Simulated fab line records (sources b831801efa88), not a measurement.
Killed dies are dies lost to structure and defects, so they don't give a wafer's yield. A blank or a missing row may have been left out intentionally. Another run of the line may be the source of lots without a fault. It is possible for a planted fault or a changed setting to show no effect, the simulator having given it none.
Problem report in the 8D (eight disciplines) form, filled by code -- flow sky130 -- the parts of the form that need people (team, actions taken, sign-off) are left out

1. WHAT IS WRONG
Mean NWELL_2_TW at SKY_NWELL_TW_MEAS_26: 30 over 4 wafers in 2 lots; fault-free wafers: 497, standard deviation 3.1. So: -99 or more standard deviations from the usual mean.
The first sign was on wafer L145.4 at day 8 16:50, on filmMetro-03. The record has a number at this step for 36 wafers belonging to 12 lots. Rule for "out", or "out of limits": more than 4 standard deviations from the usual mean. The other wafers with a number count as sound.

2. WHAT IT IS, AND WHAT IT ISN'T
question,is,is not
which readings at this step,NWELL_2_TW,-
which lots,"L145, L147","L133, L134, L135, L136, L138, L143, L149, L151, L152, L155"
which wafers of those lots,"L145.4, L147.4, L147.5, L147.6","L145.1, L145.2"
read on which gauges,"filmMetro-01, filmMetro-03",filmMetro-02
when,from day 8 16:50,"up to then (20 sound wafers); but 12 sound wafers of L149, L151, L152, L155 came after"

3. WHAT RULES OUT EACH SUSPECT
Counting: any tool at a process step up to the reading remains a suspect provided it ran every lot that is out. Sound lots after the first of them don't rule it out here, since some wafers of a struck lot are sound.
- ruled out: the gauge at SKY_NWELL_TW_MEAS_26. Those wafers that are out were read across 2 gauges (filmMetro-01, filmMetro-03).
- lithoTrack-03 at SKY_NWELL_DEVELOP_22 (develop time 60 s): kept. It ran every lot that is out, first L145 (day 8 16:00).
Remaining after the count: lithoTrack-03 at SKY_NWELL_DEVELOP_22.

4. THE CAUSE (what the simulator had put in)
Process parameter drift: lithoTrack-03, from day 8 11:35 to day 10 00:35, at SKY_NWELL_DEVELOP_22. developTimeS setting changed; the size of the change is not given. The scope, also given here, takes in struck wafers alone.
This tool alone remained once counting was done.

5. THE EFFECT CHAIN, in route order
One row per reading whose mean, taken over the struck wafers that have a number, lies over 3 standard deviations from the usual. Only readings for which the record gives a usual standard deviation are gone through. hours: the time from each lot's start at the first step in this table that gives one to its start at this step, as a median over the lots. sigmas: the change in usual standard deviations.
hours,step,reading,usual,on struck wafers,change,sigmas
0,SKY_NWELL_TW_MEAS_26,NWELL_2_TW,497,30,-467,-99 or more
983,SKY_PAD_OPEN_PROBE_99,killedAtFrontEnd,15,416,+402,+99 or more
983,SKY_PAD_OPEN_PROBE_99,killedDies,85,492,+407,+45
983,SKY_PAD_OPEN_PROBE_99,killedOnRim,17,96,+79,+21
Process steps it contains:
- SKY_PAD_OPEN_PROBE_99
Readings that are blank on the struck wafers while sound wafers have them: NWELL_01_OVL at SKY_NWELL_OVL_MEAS_23.

6. HOW IT WOULD HAVE BEEN CAUGHT EARLIER
Counted from the fault's start at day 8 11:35, it took 5 hours until the first out-of-limits reading at a measuring or inspecting step in this record, taken at day 8 16:50.
Between SKY_NWELL_DEVELOP_22 and SKY_NWELL_TW_MEAS_26, SKY_NWELL_OVL_MEAS_23 gave no NWELL_01_OVL on the struck wafers, where sound wafers have one: a measuring or inspecting step that comes back empty is itself a sign.
L147, from the lots that are out (2), started SKY_NWELL_DEVELOP_22 on lithoTrack-03 later than day 8 16:50. Had the tool been put on hold then, it would have been spared.
